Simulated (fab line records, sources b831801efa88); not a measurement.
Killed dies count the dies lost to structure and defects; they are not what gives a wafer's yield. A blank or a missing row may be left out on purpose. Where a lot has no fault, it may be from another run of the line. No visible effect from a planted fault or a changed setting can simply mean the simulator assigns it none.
2 desks looking at one fault || flow sky130 || what lay behind the numbers comes last; until then each desk has only its own

## TOOL OWNER'S DESK, plasmaAsher-03
The tool's own readings at SKY_PWDE_STRIP_09 (strips in O2/N2): means of the sampled wafers that have a number, for each lot that ran on this tool. The brackets show how far a lot's mean lies from the usual mean; more than 4 standard deviations puts the lot out of limits, marked OUT.
Columns: A = drypumpMotorCurrentA at SKY_PWDE_STRIP_09, usual 5.9 A; B = oesProductAu at SKY_PWDE_STRIP_09, usual 0.722 a.u.; C = stripTimeToEndpointS at SKY_PWDE_STRIP_09, usual 36.94 s
{"lot": "L820", "first seen here": "day 4 04:00", "A": 6.2, "B": 0.725, "C": 36.93}
{"lot": "L825", "first seen here": "day 5 14:36", "A": 6.2, "B": 0.717, "C": 36.79}
{"lot": "L829", "first seen here": "day 6 06:28", "A": 6.4, "B": 0.723, "C": 36.72}
{"lot": "L835", "first seen here": "day 7 09:50", "A": 6.2, "B": 0.720, "C": 36.85}
{"lot": "L836", "first seen here": "day 7 15:35", "A": 6.2, "B": 0.721, "C": 36.97}
{"lot": "L837", "first seen here": "day 8 00:13", "A": 6.2, "B": 0.725, "C": 37.00}
{"lot": "L839", "first seen here": "day 8 15:14", "A": 6.2, "B": 0.724, "C": 36.91}
Result from this desk: across the 7 lots, nothing is out of limits.

## FROM THE METROLOGY DESK
What the gauges read, lot by lot, whatever tool the lot ran on: means of the sampled wafers that have a number. The brackets show how far a lot's mean lies from the usual mean; more than 4 standard deviations puts the lot out of limits, marked OUT.
Columns: A = CAP2M_TIN_THK at SKY_CAP2M_THK_MEAS_04, usual 201.7 nm; B = VIA4_W_THK at SKY_VIA4_THK_MEAS_20, usual 491 nm
{"lot": "L820", "first seen here": "day 40 01:16", "A": 201.6, "B": 488}
{"lot": "L821", "first seen here": "day 40 11:51", "A": 201.0, "B": 489}
{"lot": "L824", "first seen here": "day 41 06:10", "A": 199.3, "B": 487}
{"lot": "L825", "first seen here": "day 41 19:41", "A": 203.8, "B": 489}
{"lot": "L826", "first seen here": "day 42 12:16", "A": 200.3, "B": 489}
{"lot": "L828", "first seen here": "day 42 13:09", "A": 200.5, "B": 491}
{"lot": "L827", "first seen here": "day 42 17:04", "A": 201.2, "B": 498}
{"lot": "L829", "first seen here": "day 42 23:35", "A": 202.9, "B": 494}
{"lot": "L832", "first seen here": "day 43 10:51", "A": 195.8, "B": 492}
{"lot": "L835", "first seen here": "day 44 04:50", "A": 205.8, "B": 495}
{"lot": "L836", "first seen here": "day 44 05:18", "A": 204.7, "B": 495}
{"lot": "L837", "first seen here": "day 44 19:45", "A": 199.9, "B": 496}
{"lot": "L839", "first seen here": "day 45 06:21", "A": 198.7, "B": 501}
Result from this desk: across the 13 lots, nothing is out of limits.

## PUT TOGETHER
The desk of the tool owner found nothing out of limits.
From the metrology desk's view, nothing was out of limits.

## WHAT WAS PUT IN BY THE SIMULATOR
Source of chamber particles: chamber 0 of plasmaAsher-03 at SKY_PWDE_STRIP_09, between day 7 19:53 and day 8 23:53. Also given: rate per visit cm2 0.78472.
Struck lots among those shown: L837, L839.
